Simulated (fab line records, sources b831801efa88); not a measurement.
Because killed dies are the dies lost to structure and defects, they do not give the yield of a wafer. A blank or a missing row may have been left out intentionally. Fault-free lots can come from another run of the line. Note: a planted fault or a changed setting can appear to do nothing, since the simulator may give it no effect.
Which tool was responsible? / flow gf180mcu / Sampling: 6 lots, 18 wafers, 2 of 602 route steps

== WHAT THE GAUGES SHOWED, per wafer ==
GF_STI_THK_MEAS_04.
lot=L499; measured=day 1 18:44; on=film metro-02; STI_CVD_03_THK (nm)=208.7 210.8 210.9
lot=L502; measured=day 2 10:29; on=film metro-02; STI_CVD_03_THK (nm)=206.2 205.4 204.3
lot=L504; measured=day 2 19:43; on=film metro-02; STI_CVD_03_THK (nm)=206.3 206.5 206.0
lot=L508; measured=day 3 15:34; on=film metro-01; STI_CVD_03_THK (nm)=195.6 196.4 193.7
lot=L515; measured=day 5 03:10; on=film metro-01; STI_CVD_03_THK (nm)=208.5 209.5 209.0
lot=L521; measured=day 6 10:16; on=film metro-01; STI_CVD_03_THK (nm)=204.0 204.5 205.8

== WHAT TOOL EACH LOT RAN ON (gives the tool, then ch and the chambers of the sampled wafers, and finally the start) ==
lot=L499; GF_STI_CVD_03=lpcvd-01 ch 0, day 1 16:44
lot=L502; GF_STI_CVD_03=lpcvd-01 ch 0, day 2 08:30
lot=L504; GF_STI_CVD_03=lpcvd-02 ch 1, day 2 17:44
lot=L508; GF_STI_CVD_03=lpcvd-02 ch 1, day 3 13:34
lot=L515; GF_STI_CVD_03=lpcvd-01 ch 0, day 5 01:10
lot=L521; GF_STI_CVD_03=lpcvd-02 ch 1, day 6 08:16
- GF_STI_CVD_03: deposits Si3N4 from DCS/NH3, target thk 207.16 nm, time 3551 s.

== THE ANSWER, worked out from the rows above alone ==
Rule: the usual values come from the lots themselves. Put in order of their means at a reading, lots are off if they are a third of the lots or fewer, leave a main group of 4 or more, and stand apart from it by a gap of 3 or more times the standard deviation of the main group's means; of several such gaps the widest counts. The tables above print the reading to a certain number of digits; a main group whose means all agree to those digits is not used. Also off: a lot with no number at a reading for which 4 or more lots have one. All remaining lots with rows at the step are treated as sound.
Off: L508, seen at GF_STI_THK_MEAS_04 (STI_CVD_03_THK). The main group: mean 207.1 nm, standard deviation 2.1.
A tool fits if, at a process step before that reading, it ran every lot that is off, and no sound lot after the first of them. Gauges at GF_STI_THK_MEAS_04: tried the same way as those tools. Not one of the candidates tried fits.

== WHAT THE SIMULATOR PUT IN ==
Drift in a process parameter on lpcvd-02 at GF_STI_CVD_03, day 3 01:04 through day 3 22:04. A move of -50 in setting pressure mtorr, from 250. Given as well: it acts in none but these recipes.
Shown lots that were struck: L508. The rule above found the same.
